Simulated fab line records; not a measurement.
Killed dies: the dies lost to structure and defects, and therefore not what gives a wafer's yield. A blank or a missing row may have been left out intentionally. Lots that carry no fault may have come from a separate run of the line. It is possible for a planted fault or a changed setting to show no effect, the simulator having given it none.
Chamber matching	flow sky130	cmp-01 running SKY_LI_CONTACT_CMP_24: 4 sister chambers
The step polishes, stops on PSG, t overpolish 20 s, target thk 0 nm. 8 wafers are shown with their chamber, then 8 later ones without.

== WAFERS PAIRED WITH THEIR CHAMBERS ==
wafer	chamber	motorCurrentA (A)	timeToEndpointS (s)
L091.4	0	11.6	89
L091.5	2	12.3	91
L092.5	2	12.4	87
L092.6	1	10.4	98
L093.1	0	11.9	92
L093.4	3	11.7	94
L093.5	3	10.9	93
L094.1	1	11.0	91

== WAFERS WITH NO CHAMBER GIVEN ==
wafer	motorCurrentA (A)	timeToEndpointS (s)
L094.3	13.0	95
L094.6	11.6	89
L095.1	10.4	99
L095.3	13.1	96
L095.5	11.0	100
L096.2	10.5	94
L096.4	12.9	92
L096.6	11.7	90

== WHICH CHAMBER EACH WENT THROUGH ==
wafer	from the rows above	in truth
L094.3	can't be placed: 2 or 0 or 3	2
L094.6	can't be placed: 0 or 3 or 2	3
L095.1	can't be placed: 1 or 3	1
L095.3	can't be placed: 2 or 0 or 3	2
L095.5	can't be placed: 1 or 3 or 0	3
L096.2	can't be placed: 1 or 3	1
L096.4	can't be placed: 2 or 0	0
L096.6	can't be placed: 0 or 3 or 2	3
Correct placement for 0 of the 8. From these rows, 8 cannot be placed; in 8 the true chamber is one of the candidates. Placed wrongly: 0.
How it was worked out, from the rows above alone: a wafer's distance from a chamber is the root of the sum, over the readings, of the square of ((its reading less the chamber's mean) divided by the reading's scatter). If the next closest chamber is less than 2 further off than the closest, the wafer can't be placed; otherwise it belongs to the closest. A chamber's mean is the mean of its shown wafers. The scatter: take each reading less its chamber's mean, square it, sum over the shown wafers, divide by the number of wafers less the number of chambers, and take the root.
